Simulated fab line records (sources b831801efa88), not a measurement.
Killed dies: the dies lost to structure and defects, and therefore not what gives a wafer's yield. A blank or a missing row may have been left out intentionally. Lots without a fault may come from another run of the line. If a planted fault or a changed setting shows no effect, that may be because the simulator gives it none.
Which of the tools did it? :: flow sky130 :: 72 wafers from 24 lots sampled at 2 of the route's 708 steps

## WHAT THE GAUGES SHOWED, per wafer
SKY_POLY_CUT_OVL_MEAS_09. Usual: for POLY_CUT_OVL the level is 0 nm and the standard deviation is 5.
lot: L074
measured: day 24 04:37
on: overlay-01
POLY_CUT_OVL (nm): -1 3 1
flag: 

lot: L075
measured: day 24 03:26
on: overlay-01
POLY_CUT_OVL (nm): -1 6 9
flag: 

lot: L076
measured: day 25 00:31
on: overlay-01
POLY_CUT_OVL (nm): 9 7 8
flag: 

lot: L077
measured: day 25 04:49
on: overlay-02
POLY_CUT_OVL (nm): -8 -4 -4
flag: 

lot: L078
measured: day 25 23:34
on: overlay-02
POLY_CUT_OVL (nm): 16 6 7
flag: 

lot: L079
measured: day 27 02:47
on: overlay-02
POLY_CUT_OVL (nm): -1 7 4
flag: 

lot: L080
measured: day 27 01:01
on: overlay-02
POLY_CUT_OVL (nm): 1 -1 2
flag: 

lot: L081
measured: day 27 06:49
on: overlay-02
POLY_CUT_OVL (nm): 5 4 1
flag: 

lot: L082
measured: day 27 10:52
on: overlay-01
POLY_CUT_OVL (nm): 0 1 4
flag: 

lot: L083
measured: day 27 16:13
on: overlay-02
POLY_CUT_OVL (nm): 1 -6 -7
flag: 

lot: L084
measured: day 27 21:34
on: overlay-02
POLY_CUT_OVL (nm): -4 -8 -2
flag: 

lot: L085
measured: day 28 15:28
on: overlay-02
POLY_CUT_OVL (nm): -3 -3 -5
flag: 

lot: L086
measured: day 28 17:01
on: overlay-01
POLY_CUT_OVL (nm): -5 -1 -4
flag: 

lot: L087
measured: day 29 06:58
on: overlay-01
POLY_CUT_OVL (nm): 1 4 4
flag: 

lot: L088
measured: day 29 14:43
on: overlay-02
POLY_CUT_OVL (nm): -9 -10 -6
flag: 

lot: L089
measured: day 29 16:56
on: overlay-02
POLY_CUT_OVL (nm): -5 -4 -9
flag: 

lot: L090
measured: day 30 02:37
on: overlay-01
POLY_CUT_OVL (nm): 1 4 -1
flag: 

lot: L091
measured: day 30 04:35
on: overlay-02
POLY_CUT_OVL (nm): 4 -4 -6
flag: 

lot: L092
measured: day 30 08:20
on: overlay-02
POLY_CUT_OVL (nm): 1 0 5
flag: 

lot: L093
measured: day 30 20:07
on: overlay-01
POLY_CUT_OVL (nm): -4 0 -3
flag: 

lot: L094
measured: day 31 04:28
on: overlay-02
POLY_CUT_OVL (nm): -2 -8 -7
flag: 

lot: L095
measured: day 31 04:31
on: overlay-01
POLY_CUT_OVL (nm): 2 10 3
flag: 

lot: L096
measured: day 31 10:55
on: overlay-01
POLY_CUT_OVL (nm): 6 -1 -1
flag: 

lot: L097
measured: day 32 00:47
on: overlay-02
POLY_CUT_OVL (nm): 3 4 0
flag: 

## EACH LOT AND THE TOOL THAT RAN IT (in order: tool; ch and the chambers of the sampled wafers; start)
lot: L074
SKY_FIELD_ISO_ETCH_15: rie_diel-03 ch 1,2, day 2 06:15

lot: L075
SKY_FIELD_ISO_ETCH_15: rie_diel-04 ch 0,1,2, day 2 09:06

lot: L076
SKY_FIELD_ISO_ETCH_15: rie_diel-03 ch 0,1,2, day 2 17:07

lot: L077
SKY_FIELD_ISO_ETCH_15: rie_diel-01 ch 1,2,3, day 2 19:39

lot: L078
SKY_FIELD_ISO_ETCH_15: rie_diel-03 ch 0,1,3, day 3 02:08

lot: L079
SKY_FIELD_ISO_ETCH_15: rie_diel-01 ch 0,1, day 3 06:42

lot: L080
SKY_FIELD_ISO_ETCH_15: rie_diel-04 ch 2,3, day 3 11:17

lot: L081
SKY_FIELD_ISO_ETCH_15: rie_diel-03 ch 0,1, day 3 18:35

lot: L082
SKY_FIELD_ISO_ETCH_15: rie_diel-03 ch 0,1, day 3 22:59

lot: L083
SKY_FIELD_ISO_ETCH_15: rie_diel-04 ch 1,2,3, day 4 02:09

lot: L084
SKY_FIELD_ISO_ETCH_15: rie_diel-04 ch 0,2, day 4 10:31

lot: L085
SKY_FIELD_ISO_ETCH_15: rie_diel-04 ch 0,2,3, day 4 16:21

lot: L086
SKY_FIELD_ISO_ETCH_15: rie_diel-01 ch 1,2,3, day 4 20:08

lot: L087
SKY_FIELD_ISO_ETCH_15: rie_diel-03 ch 0,2, day 5 00:47

lot: L088
SKY_FIELD_ISO_ETCH_15: rie_diel-03 ch 0,1,2, day 5 05:33

lot: L089
SKY_FIELD_ISO_ETCH_15: rie_diel-04 ch 2,3, day 5 10:10

lot: L090
SKY_FIELD_ISO_ETCH_15: rie_diel-03 ch 1,2,3, day 5 16:02

lot: L091
SKY_FIELD_ISO_ETCH_15: rie_diel-03 ch 1,2,3, day 5 21:17

lot: L092
SKY_FIELD_ISO_ETCH_15: rie_diel-01 ch 0,1, day 6 02:26

lot: L093
SKY_FIELD_ISO_ETCH_15: rie_diel-01 ch 0,1,3, day 6 10:11

lot: L094
SKY_FIELD_ISO_ETCH_15: rie_diel-03 ch 0,1,3, day 6 15:46

lot: L095
SKY_FIELD_ISO_ETCH_15: rie_diel-04 ch 1,2, day 6 17:54

lot: L096
SKY_FIELD_ISO_ETCH_15: rie_diel-04 ch 0,1,2, day 6 22:31

lot: L097
SKY_FIELD_ISO_ETCH_15: rie_diel-01 ch 1,2,3, day 7 06:21
- SKY_FIELD_ISO_ETCH_15: etches the open film in CHF3/O2, stops on Si, target depth 180 nm, time 72 s.

## WHAT THE TOOLS THEMSELVES READ (means of the sampled wafers that have a number; where no wafer has one, the mark that the record gives instead)
SKY_FIELD_ISO_ETCH_15. Usual: chf3_flow_sccm 50.00 sccm, standard deviation 0.13; drypump_motor_current_A 5.7 A, standard deviation 0.49; oes_product_au 0.947 a.u., standard deviation 0.0067; rf_fwd_power_W 595.3 W, standard deviation 2.4; throttle_valve_pct 8.846 %, standard deviation 0.0087.
lot: L074
tool: rie_diel-03
chf3_flow_sccm (sccm): 49.97
drypump_motor_current_A (A): 5.2
oes_product_au (a.u.): 0.944
rf_fwd_power_W (W): 596.7
throttle_valve_pct (%): 8.842
flag: 

lot: L075
tool: rie_diel-04
chf3_flow_sccm (sccm): 50.03
drypump_motor_current_A (A): 6.1
oes_product_au (a.u.): 0.943
rf_fwd_power_W (W): 596.8
throttle_valve_pct (%): 8.849
flag: 

lot: L076
tool: rie_diel-03
chf3_flow_sccm (sccm): 49.79
drypump_motor_current_A (A): 5.3
oes_product_au (a.u.): 0.951
rf_fwd_power_W (W): 595.6
throttle_valve_pct (%): 8.849
flag: 

lot: L077
tool: rie_diel-01
chf3_flow_sccm (sccm): 50.12
drypump_motor_current_A (A): 5.7
oes_product_au (a.u.): 0.953
rf_fwd_power_W (W): 593.5
throttle_valve_pct (%): 8.836
flag: 

lot: L078
tool: rie_diel-03
chf3_flow_sccm (sccm): 50.04
drypump_motor_current_A (A): 5.1
oes_product_au (a.u.): 0.948
rf_fwd_power_W (W): 592.7
throttle_valve_pct (%): 8.848
flag: 

lot: L079
tool: rie_diel-01
chf3_flow_sccm (sccm): 50.11
drypump_motor_current_A (A): 6.1
oes_product_au (a.u.): 0.947
rf_fwd_power_W (W): 592.6
throttle_valve_pct (%): 8.839
flag: 

lot: L080
tool: rie_diel-04
chf3_flow_sccm (sccm): 50.04
drypump_motor_current_A (A): 6.0
oes_product_au (a.u.): 0.943
rf_fwd_power_W (W): 595.5
throttle_valve_pct (%): 8.838
flag: 

lot: L081
tool: rie_diel-03
chf3_flow_sccm (sccm): 50.01
drypump_motor_current_A (A): 5.0
oes_product_au (a.u.): 0.950
rf_fwd_power_W (W): 594.4
throttle_valve_pct (%): 8.850
flag: 

lot: L082
tool: rie_diel-03
chf3_flow_sccm (sccm): 49.83
drypump_motor_current_A (A): 5.1
oes_product_au (a.u.): 0.937
rf_fwd_power_W (W): 594.5
throttle_valve_pct (%): 8.843
flag: 

lot: L083
tool: rie_diel-04
chf3_flow_sccm (sccm): 49.96
drypump_motor_current_A (A): 5.9
oes_product_au (a.u.): 0.953
rf_fwd_power_W (W): 595.5
throttle_valve_pct (%): 8.849
flag: 

lot: L084
tool: rie_diel-04
chf3_flow_sccm (sccm): 50.02
drypump_motor_current_A (A): 6.3
oes_product_au (a.u.): 0.944
rf_fwd_power_W (W): 597.8
throttle_valve_pct (%): 8.839
flag: 

lot: L085
tool: rie_diel-04
chf3_flow_sccm (sccm): 49.99
drypump_motor_current_A (A): 6.2
oes_product_au (a.u.): 0.951
rf_fwd_power_W (W): 598.6
throttle_valve_pct (%): 8.849
flag: 

lot: L086
tool: rie_diel-01
chf3_flow_sccm (sccm): 50.01
drypump_motor_current_A (A): 5.7
oes_product_au (a.u.): 0.942
rf_fwd_power_W (W): 592.2
throttle_valve_pct (%): 8.849
flag: 

lot: L087
tool: rie_diel-03
chf3_flow_sccm (sccm): 49.93
drypump_motor_current_A (A): 5.3
oes_product_au (a.u.): 0.945
rf_fwd_power_W (W): 593.7
throttle_valve_pct (%): 8.848
flag: 

lot: L088
tool: rie_diel-03
chf3_flow_sccm (sccm): 49.98
drypump_motor_current_A (A): 5.3
oes_product_au (a.u.): 0.946
rf_fwd_power_W (W): 593.9
throttle_valve_pct (%): 8.845
flag: 

lot: L089
tool: rie_diel-04
chf3_flow_sccm (sccm): 50.07
drypump_motor_current_A (A): 6.1
oes_product_au (a.u.): 0.948
rf_fwd_power_W (W): 596.4
throttle_valve_pct (%): 8.850
flag: 

lot: L090
tool: rie_diel-03
chf3_flow_sccm (sccm): 49.82
drypump_motor_current_A (A): 5.3
oes_product_au (a.u.): 0.941
rf_fwd_power_W (W): 598.4
throttle_valve_pct (%): 8.838
flag: 

lot: L091
tool: rie_diel-03
chf3_flow_sccm (sccm): 50.05
drypump_motor_current_A (A): 5.3
oes_product_au (a.u.): 0.959
rf_fwd_power_W (W): 596.0
throttle_valve_pct (%): 8.851
flag: 

lot: L092
tool: rie_diel-01
chf3_flow_sccm (sccm): 50.14
drypump_motor_current_A (A): 5.6
oes_product_au (a.u.): 0.943
rf_fwd_power_W (W): 594.4
throttle_valve_pct (%): 8.842
flag: 

lot: L093
tool: rie_diel-01
chf3_flow_sccm (sccm): 50.16
drypump_motor_current_A (A): 5.8
oes_product_au (a.u.): 0.942
rf_fwd_power_W (W): 593.8
throttle_valve_pct (%): 8.843
flag: 

lot: L094
tool: rie_diel-03
chf3_flow_sccm (sccm): 50.02
drypump_motor_current_A (A): 5.1
oes_product_au (a.u.): 0.944
rf_fwd_power_W (W): 596.7
throttle_valve_pct (%): 8.857
flag: 

lot: L095
tool: rie_diel-04
chf3_flow_sccm (sccm): 49.97
drypump_motor_current_A (A): 5.9
oes_product_au (a.u.): 0.946
rf_fwd_power_W (W): 596.8
throttle_valve_pct (%): 8.847
flag: 

lot: L096
tool: rie_diel-04
chf3_flow_sccm (sccm): 50.08
drypump_motor_current_A (A): 6.1
oes_product_au (a.u.): 0.947
rf_fwd_power_W (W): 595.5
throttle_valve_pct (%): 8.846
flag: 

lot: L097
tool: rie_diel-01
chf3_flow_sccm (sccm): 50.15
drypump_motor_current_A (A): 5.7
oes_product_au (a.u.): 0.951
rf_fwd_power_W (W): 593.3
throttle_valve_pct (%): 8.851
flag: 

## THE ANSWER, worked out from the rows above alone
Rule: a lot is off if the mean of its wafers that have a number lies more than 3 standard deviations from the usual mean. Also off: a lot with no number at a reading for which 4 or more lots have one. Where the step has rows for the other lots, those lots are counted as sound. The gauges are gone through in route order, then the tools' own readings, and for those a lot's mean is taken as printed above. The first step at which some lot is off is used, and at that step the reading that is off furthest; a lot without a number counts as furthest.
No lot is off on any of the readings shown, so nothing can be concluded from this.

## WHAT THE SIMULATOR HAD INSERTED
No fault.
